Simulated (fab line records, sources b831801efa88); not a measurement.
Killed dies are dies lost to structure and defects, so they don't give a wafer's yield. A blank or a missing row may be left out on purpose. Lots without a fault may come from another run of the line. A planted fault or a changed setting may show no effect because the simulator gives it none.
A struck lot beside a sound one | flow gf180mcu | 15 steps out of a route of 602
Sound: wafers L829.2, L829.3, L829.5. Struck: wafer L826.1. (L826.2 of the same lot was not struck and is left out.) The cause comes at the end.
At each step with rows: each side's tool, then ch and its chambers, then its first start. Under that, the readings that differ: sound wafers | struck wafers | difference of the means | sigmas: that difference in standard deviations of wafers without a fault.
alike: readings whose means differ by less than 2 such deviations, and words and numbers that are the same on both sides. not compared: withheld readings, readings that some wafer has no value for, bounds like >300 that may hide the same value, and numbers for which the record gives no deviation and whose values overlap.
The two part at a step that has a row with sigmas, a row that says differs or no value, or rows on one side only. Numbers that don't overlap but have no deviation are shown without sigmas and don't part them. A reading that every wafer of one side lacks parts them only if that side has two wafers or more.

first, 1 step without rows for these wafers: GF_SALICIDE_WET_ETCH_07 (etches the open film in SPM, target depth 120 nm).
GF_SALICIDE_RTA_08: time 30 s.
  sound on rtp_anneal-01 ch 0, day 22 21:50; struck on rtp_anneal-02 ch 0, day 22 00:16
  reading          | sound             | struck | difference | sigmas
  wafer_temp_C_max | 804.4 804.9 804.4 | 802.6  | -2.0       | -3
  alike: lamp_power_pct
then, 1 step without rows for these wafers: GF_CONTACT_CVD_00 (deposits SiO2, target thk 300 nm, time 50 s).
GF_CONTACT_THK_MEAS_01:
  sound on film_metro-04, day 22 21:58; struck on film_metro-01, day 22 00:25
  alike: CONTACT_CVD_00_THK
GF_CONTACT_CVD_02: deposits SiO2 from TEOS, target thk 860 nm, time 95.992 s.
  sound on pecvd-03 ch 1,2, day 22 22:01; struck on pecvd-03 ch 1, day 22 00:29
  alike: heater_power_w
GF_CONTACT_THK_MEAS_03:
  sound on film_metro-02, day 22 22:05; struck on film_metro-04, day 22 00:35
  alike: CONTACT_CVD_02_THK
GF_CONTACT_CMP_04: polishes SiO2.
  sound on cmp-01 ch 0,2,3, day 22 22:11; struck on cmp-01 ch 2, day 22 00:41
  reading                | sound       | struck | difference | sigmas
  time_to_endpoint_s (s) | 114 115 115 | 102    | -13        | -2
  alike: motor_current_A
GF_CONTACT_BOW_MEAS_05:
  sound on film_metro-01, day 22 22:28; struck on film_metro-01, day 22 00:56
  alike: CONTACT_BOW
then, 4 steps without rows for these wafers: GF_CONTACT_DEHYDRATE_06 (time 60 s); GF_CONTACT_HMDS_07 (prime time 60 s); GF_CONTACT_COAT_08; GF_CONTACT_COAT_09 (resist thk 1000 nm).
GF_CONTACT_SOFTBAKE_10: time 60 s.
  sound on litho_track-04 ch 0, day 23 10:00; struck on litho_track-02 ch 0, day 22 12:00
  reading                  | sound             | struck | difference | sigmas
  heater_power_total_W (W) | 93.04 93.07 93.07 | 95.45  | +2.39      | +43
  run_length_s (s)         | 89.05 89.17 89.30 | 84.58  | -4.59      | -31
then, 1 step without rows for these wafers: GF_CONTACT_EXPOSE_11 (exposes mask Contact, target cd 220 nm).
GF_PASSIVATION_PROBE_99:
  the record has rows for the sound wafers here (prober-02, day 34 18:45) and none for the struck ones

WHERE THEY PART
First at GF_SALICIDE_RTA_08; last, within this record, at GF_PASSIVATION_PROBE_99.

WHY: what the simulator had put in
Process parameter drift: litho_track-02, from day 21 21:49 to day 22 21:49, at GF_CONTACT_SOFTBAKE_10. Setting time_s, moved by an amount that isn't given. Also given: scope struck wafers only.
